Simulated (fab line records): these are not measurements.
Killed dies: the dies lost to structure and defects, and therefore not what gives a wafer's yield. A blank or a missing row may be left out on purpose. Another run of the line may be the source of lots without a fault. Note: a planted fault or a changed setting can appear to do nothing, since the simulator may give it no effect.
Which tool was responsible? | flow gf180mcu | 6 lots, 18 wafers sampled, at 3 steps of a route of 602

## WHAT THE GAUGES SHOWED, per wafer
GF_POLY_GATE_CD_MEAS_10: target cd 280 nm.
lot  | measured     | on        | cd nm (nm)
L493 | day 9 22:32  | cd sem-02 | 281.0 279.7 280.9
L496 | day 10 11:55 | cd sem-02 | 266.1 264.8 266.0
L506 | day 13 12:52 | cd sem-01 | 278.8 279.4 281.0
L509 | day 14 14:04 | cd sem-02 | 282.1 282.1 281.1
L511 | day 15 04:54 | cd sem-02 | 280.7 279.8 280.8
L514 | day 15 17:44 | cd sem-01 | 281.1 281.0 281.0

## WHAT TOOL EACH LOT RAN ON (gives the tool, then ch and the chambers of the sampled wafers, and finally the start)
lot  | GF_VT_IMPLANT_STRIP_20               | GF_POLY_GATE_EXPOSE_07
L493 | plasma asher-02 ch 0, day 6 20:49    | krf scanner-01 ch 0, day 9 13:36
L496 | plasma asher-02 ch 0,1, day 7 08:23  | krf scanner-01 ch 0, day 10 03:28
L506 | plasma asher-02 ch 0,1, day 10 03:07 | krf scanner-01 ch 0, day 13 02:34
L509 | plasma asher-02 ch 0,1, day 11 01:04 | krf scanner-02 ch 0, day 14 03:13
L511 | plasma asher-02 ch 0,1, day 11 12:55 | krf scanner-01 ch 0, day 14 18:34
L514 | plasma asher-02 ch 0,1, day 11 23:23 | krf scanner-02 ch 0, day 15 07:10
- GF_VT_IMPLANT_STRIP_20: strips in O2/N2.
- GF_POLY_GATE_EXPOSE_07: exposes mask Poly2, target cd 280 nm.

## THE ANSWER, worked out from the rows above alone
Rule: usual is defined by the lots themselves. The widest of any qualifying gaps counts: lots, ordered by their means at a reading, are off when they make up no more than a third of the lots, leave a main group of 4 or more, and stand apart from it by 3 or more times the standard deviation of that group's means. A main group is skipped when, at the precision printed for the reading in the tables above, its means are all equal. A lot without any number at a reading at which 4 lots or more have one is off too. Where the step has rows for the other lots, those lots are counted as sound.
Off: L496, at GF_POLY_GATE_CD_MEAS_10 (cd nm). Main group: mean 280.7 nm, sd 0.68.
If a tool, at a process step before that reading, ran all the lots that are off and no sound lot after the first of them, it fits. Gauges at GF_POLY_GATE_CD_MEAS_10: tried the same way as those tools. None of those tried fits.

## WHAT THE SIMULATOR PUT IN
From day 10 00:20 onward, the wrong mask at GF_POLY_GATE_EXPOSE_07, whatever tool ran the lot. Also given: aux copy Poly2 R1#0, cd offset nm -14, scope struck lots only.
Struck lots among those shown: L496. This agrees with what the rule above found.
